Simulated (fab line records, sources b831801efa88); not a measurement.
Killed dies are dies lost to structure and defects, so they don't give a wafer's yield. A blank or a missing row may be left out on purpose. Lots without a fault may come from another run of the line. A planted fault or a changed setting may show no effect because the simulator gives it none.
Chamber matching | flow gf180mcu | GF_CONTACT_CMP_04 on cmp-01: 4 sister chambers
The step polishes SiO2. 7 wafers are shown with their chamber, then 7 later ones without.

WAFERS WITH THEIR CHAMBER
wafer  | chamber | motor_current_A (A) | time_to_endpoint_s (s)
L736.5 | 1       | 11.9                | 109
L736.6 | 0       | 13.1                | 106
L740.2 | 2       | 12.3                | 109
L740.4 | 3       | 10.8                | 116
L740.6 | 2       | 12.5                | 114
L743.1 | 3       | 10.5                | 113
L743.4 | 0       | 12.6                | 106

WAFERS WITHOUT THEIR CHAMBER
wafer  | motor_current_A (A) | time_to_endpoint_s (s)
L743.5 | 12.5                | 113
L748.1 | 12.4                | 104
L748.3 | 13.1                | 103
L748.6 | 10.3                | 118
L753.1 | 12.4                | 104
L753.3 | 13.4                | 96
L753.5 | 13.6                | 104

WHICH CHAMBER EACH WENT THROUGH
wafer  | from the rows above          | in truth
L743.5 | 2                            | 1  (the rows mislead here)
L748.1 | can't be placed: 0 or 1 or 2 | 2
L748.3 | 0                            | 0
L748.6 | 3                            | 3
L753.1 | can't be placed: 0 or 1 or 2 | 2
L753.3 | 0                            | 0
L753.5 | 0                            | 0
Placed correctly: 4 of 7. Can't be placed from these rows: 2 (the true chamber is among the candidates in 2). Placed wrongly: 1.
How it was worked out, from the rows above alone: a wafer's distance from a chamber is the root of the sum, over the readings, of the square of ((its reading less the chamber's mean) divided by the reading's scatter). The wafer belongs to the nearest chamber; if the next one is less than 2 further off, it can't be placed. A chamber's mean is the mean of its shown wafers. The scatter: the root of (the sum of the squares of (reading less its chamber's mean) over the shown wafers, divided by (wafers less chambers)).
